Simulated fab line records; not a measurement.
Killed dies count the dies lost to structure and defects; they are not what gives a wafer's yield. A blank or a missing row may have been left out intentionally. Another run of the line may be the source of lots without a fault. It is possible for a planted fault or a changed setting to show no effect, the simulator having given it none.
A sampling plan put to the test    flow sky130    each of the 22 faults these records tell of, on one fab line, judged from the records of the lots it struck
Plan = the line's own looks (route steps where a gauge or an inspection reads the wafer without altering it). A look is open to judgement when struck wafers have a number at it and the file gives its usual mean and standard deviation on fault-free wafers. Caught: a look later than the fault's first step finds the struck wafers' mean 4 or more of those standard deviations (sigma) from the usual mean. On the tool: the test repeated on the tool's own readings taken at the fault's steps. If the struck wafers alone have a blank record, or they carry another recipe, that too counts as caught.

## THE FAULTS, as the simulator had put them in
1. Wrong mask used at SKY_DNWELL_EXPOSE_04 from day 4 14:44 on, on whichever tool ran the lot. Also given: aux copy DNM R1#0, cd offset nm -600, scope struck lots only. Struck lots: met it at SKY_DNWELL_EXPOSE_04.
2. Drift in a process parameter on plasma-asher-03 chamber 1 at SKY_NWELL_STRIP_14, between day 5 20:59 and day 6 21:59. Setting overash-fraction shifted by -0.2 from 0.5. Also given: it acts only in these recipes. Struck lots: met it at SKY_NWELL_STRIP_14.
3. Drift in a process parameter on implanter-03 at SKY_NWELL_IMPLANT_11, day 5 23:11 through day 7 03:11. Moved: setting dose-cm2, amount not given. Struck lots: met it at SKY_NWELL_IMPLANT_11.
4. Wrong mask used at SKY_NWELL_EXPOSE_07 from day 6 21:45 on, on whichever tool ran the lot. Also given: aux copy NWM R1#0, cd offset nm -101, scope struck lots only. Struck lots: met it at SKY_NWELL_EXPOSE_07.
5. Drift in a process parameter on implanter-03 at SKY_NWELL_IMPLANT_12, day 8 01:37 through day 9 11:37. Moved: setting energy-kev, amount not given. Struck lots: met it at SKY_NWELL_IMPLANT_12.
6. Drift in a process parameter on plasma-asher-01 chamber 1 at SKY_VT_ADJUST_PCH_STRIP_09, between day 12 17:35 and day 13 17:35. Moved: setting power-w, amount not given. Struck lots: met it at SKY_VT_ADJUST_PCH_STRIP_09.
7. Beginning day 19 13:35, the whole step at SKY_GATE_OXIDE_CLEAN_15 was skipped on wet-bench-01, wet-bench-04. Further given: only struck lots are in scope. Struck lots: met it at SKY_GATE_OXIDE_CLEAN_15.
8. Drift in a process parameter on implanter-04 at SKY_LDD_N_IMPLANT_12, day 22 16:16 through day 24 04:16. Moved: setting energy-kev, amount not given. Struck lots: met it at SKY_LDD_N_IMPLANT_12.
9. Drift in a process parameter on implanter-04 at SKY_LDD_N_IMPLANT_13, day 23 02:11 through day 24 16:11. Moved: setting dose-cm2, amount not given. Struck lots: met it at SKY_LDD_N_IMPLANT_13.
10. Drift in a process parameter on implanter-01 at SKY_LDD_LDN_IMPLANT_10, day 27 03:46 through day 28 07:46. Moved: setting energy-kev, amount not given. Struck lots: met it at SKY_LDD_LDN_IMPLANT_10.
11. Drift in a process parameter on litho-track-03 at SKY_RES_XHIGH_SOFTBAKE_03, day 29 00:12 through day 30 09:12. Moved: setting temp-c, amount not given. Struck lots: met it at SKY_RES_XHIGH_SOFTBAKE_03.
12. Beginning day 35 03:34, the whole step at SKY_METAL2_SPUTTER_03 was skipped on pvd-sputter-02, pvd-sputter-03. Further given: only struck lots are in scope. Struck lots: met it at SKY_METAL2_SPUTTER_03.
13. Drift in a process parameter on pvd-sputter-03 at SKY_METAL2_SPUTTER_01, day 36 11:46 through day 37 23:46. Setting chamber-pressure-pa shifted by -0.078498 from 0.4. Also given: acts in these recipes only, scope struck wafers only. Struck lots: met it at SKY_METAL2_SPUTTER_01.
14. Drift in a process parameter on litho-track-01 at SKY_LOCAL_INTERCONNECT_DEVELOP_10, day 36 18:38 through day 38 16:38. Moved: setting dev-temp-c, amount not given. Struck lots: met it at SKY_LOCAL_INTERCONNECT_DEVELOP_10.
15. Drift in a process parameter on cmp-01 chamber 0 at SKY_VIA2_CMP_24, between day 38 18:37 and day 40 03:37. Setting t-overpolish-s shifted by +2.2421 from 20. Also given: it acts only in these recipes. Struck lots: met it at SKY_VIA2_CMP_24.
16. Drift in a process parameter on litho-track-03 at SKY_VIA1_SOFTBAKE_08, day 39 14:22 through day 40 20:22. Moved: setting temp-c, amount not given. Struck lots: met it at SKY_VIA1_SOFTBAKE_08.
17. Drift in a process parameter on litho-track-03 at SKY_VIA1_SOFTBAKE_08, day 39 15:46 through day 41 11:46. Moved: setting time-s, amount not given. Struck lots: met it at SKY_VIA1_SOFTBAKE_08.
18. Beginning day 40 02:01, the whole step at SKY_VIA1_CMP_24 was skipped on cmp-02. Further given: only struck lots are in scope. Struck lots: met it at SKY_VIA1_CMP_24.
19. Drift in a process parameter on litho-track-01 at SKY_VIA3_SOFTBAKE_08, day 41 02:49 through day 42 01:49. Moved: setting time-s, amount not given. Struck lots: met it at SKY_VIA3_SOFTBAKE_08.
20. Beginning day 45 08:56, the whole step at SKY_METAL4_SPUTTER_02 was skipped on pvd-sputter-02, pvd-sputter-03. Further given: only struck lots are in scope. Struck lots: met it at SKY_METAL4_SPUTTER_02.
21. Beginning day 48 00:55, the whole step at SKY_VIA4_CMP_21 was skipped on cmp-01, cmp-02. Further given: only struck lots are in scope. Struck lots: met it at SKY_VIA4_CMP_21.
22. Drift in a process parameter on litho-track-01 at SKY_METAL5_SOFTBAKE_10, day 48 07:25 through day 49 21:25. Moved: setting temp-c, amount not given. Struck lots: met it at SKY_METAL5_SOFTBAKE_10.

## WHAT THE PLAN SAW
fault  on the tool itself                                first look that catches it      reading, sigma  median hours from its first step to that look  hours from the fault's start to the first struck lot there  judged looks passed uncaught
1      under 2 sigma                                     no look after it can be judged  -               -                                              -                                                           0
2      oes-product-au +19 sigma                          no look after it can be judged  -               -                                              -                                                           0
3      dose-ions-cm2 -10 sigma                           no look after it can be judged  -               -                                              -                                                           0
4      no reading that can be judged                     no look after it can be judged  -               -                                              -                                                           0
5      beam-energy-keV -99 or beyond sigma               no look after it can be judged  -               -                                              -                                                           0
6      strip-time-to-endpoint-s -29 sigma                no look after it can be judged  -               -                                              -                                                           0
7      the tool's record is blank for the struck wafers  no look after it can be judged  -               -                                              -                                                           0
8      beam-energy-keV -99 or beyond sigma               no look after it can be judged  -               -                                              -                                                           0
9      dose-ions-cm2 -99 or beyond sigma                 no look after it can be judged  -               -                                              -                                                           0
10     beam-energy-keV +83 sigma                         no look after it can be judged  -               -                                              -                                                           0
11     heater-power-total-W -15 sigma                    no look after it can be judged  -               -                                              -                                                           0
12     the tool's record is blank for the struck wafers  no look after it can be judged  -               -                                              -                                                           0
13     chamber-pressure-pa -95 sigma                     no look after it can be judged  -               -                                              -                                                           0
14     developer-temp-C +20 sigma                        no look after it can be judged  -               -                                              -                                                           0
15     overpolish-run-s +99 or beyond sigma              no look after it can be judged  -               -                                              -                                                           0
16     plate-temp-C -11 sigma                            no look after it can be judged  -               -                                              -                                                           0
17     run-length-s -53 sigma                            no look after it can be judged  -               -                                              -                                                           0
18     the tool's record is blank for the struck wafers  no look after it can be judged  -               -                                              -                                                           0
19     run-length-s -28 sigma                            no look after it can be judged  -               -                                              -                                                           0
20     the tool's record is blank for the struck wafers  no look after it can be judged  -               -                                              -                                                           0
21     the tool's record is blank for the struck wafers  no look after it can be judged  -               -                                              -                                                           0
22     heater-power-total-W +42 sigma                    no look after it can be judged  -               -                                              -                                                           0
A dash: the fault isn't caught, or these records don't give the number.

Caught at a look: 0 of 22. Caught on the tool: 20 of 22. By one or the other: 20 of 22.
Faults caught by the tool alone: 2, 3, 5, 6, 7, 8, 9, 10, 11, 12, 13, 14, 15, 16, 17, 18, 19, 20, 21, 22.
Caught by neither: faults 1, 4.
